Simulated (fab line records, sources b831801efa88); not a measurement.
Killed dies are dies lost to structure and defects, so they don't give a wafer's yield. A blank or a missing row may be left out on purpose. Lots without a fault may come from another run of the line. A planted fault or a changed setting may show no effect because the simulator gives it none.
One fault seen from 2 desks | flow sky130 | each desk has only its own numbers; what lay behind them comes last

THE METROLOGY DESK
What the gauges read, lot by lot, whatever tool the lot ran on: means of the sampled wafers that have a number. A lot is out of limits, marked OUT, if its mean lies more than 4 standard deviations from the usual mean; the brackets give that distance.
Columns: A = VT_ADJUST_PCH_OVL at SKY_VT_ADJUST_PCH_OVL_MEAS_07, usual 0.1 nm; B = LDD_LDN_OVL at SKY_LDD_LDN_OVL_MEAS_07, usual -0.4 nm
lot  | first seen here | A    | B
L602 | day 10 18:00    | -1.0 | -1.6
L603 | day 11 03:40    | 1.0  | 0.4
L605 | day 11 18:34    | -0.2 | -1.5
L606 | day 12 09:18    | 0.1  | -1.4
L607 | day 12 10:16    | 2.1  | 0.0
L608 | day 12 11:48    | -0.1 | 0.6
L609 | day 12 23:18    | 1.5  | 0.0
L610 | day 13 09:46    | -1.9 | 0.5
L611 | day 13 21:00    | -0.7 | 0.1
L614 | day 14 17:13    | -0.7 | -0.2
L621 | day 17 01:34    | -0.3 | 0.5
L624 | day 17 19:15    | 1.7  | -1.1
This desk's finding: nothing out of limits on any of the 12 lots.

THE TOOL OWNER'S DESK: rie_diel-03
The tool's own readings at SKY_PAD_OPEN_ETCH_07 (etches the open film in CF4/O2, stops on AlCu, target depth 725 nm, time 161.1 s): means of the sampled wafers that have a number, for each lot that ran on this tool. A lot is out of limits, marked OUT, if its mean lies more than 4 standard deviations from the usual mean; the brackets give that distance.
Columns: A = bias_w at SKY_PAD_OPEN_ETCH_07, usual 150.0 W; B = drypump_motor_current_A at SKY_PAD_OPEN_ETCH_07, usual 5.6 A; C = oes_product_au at SKY_PAD_OPEN_ETCH_07, usual 0.976 a.u.; D = throttle_valve_pct at SKY_PAD_OPEN_ETCH_07, usual 5.964 %
lot  | first seen here | A     | B   | C                | D
L606 | day 47 07:22    | 150.0 | 5.6 | 0.976            | 5.965
L607 | day 47 10:03    | 149.8 | 5.9 | 0.974            | 5.967
L609 | day 47 22:50    | 149.9 | 5.2 | 0.980            | 5.959
L621 | day 50 12:46    | 150.2 | 5.5 | 0.921 (-6.9) OUT | 5.953
This desk's finding: out of limits on L621; first on L621, day 50 12:46 (oes_product_au at SKY_PAD_OPEN_ETCH_07). In limits: L606, L607, L609.

PUT TOGETHER
The tool owner's desk could have raised an alarm at day 50 12:46, on L621.
The metrology desk saw nothing out of limits.
The metrology desk has L621 on record, within its limits.
Of the lots named, all ran SKY_PAD_OPEN_ETCH_07 on rie_diel-03.

WHAT THE SIMULATOR HAD PUT IN
Process parameter drift: rie_diel-03, from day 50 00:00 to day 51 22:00, at SKY_PAD_OPEN_ETCH_07. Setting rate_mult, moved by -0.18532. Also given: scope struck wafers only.
Lots struck among those shown: L621.
Hours from the fault's start to each desk's first reading out of limits: the tool owner's desk, 13.
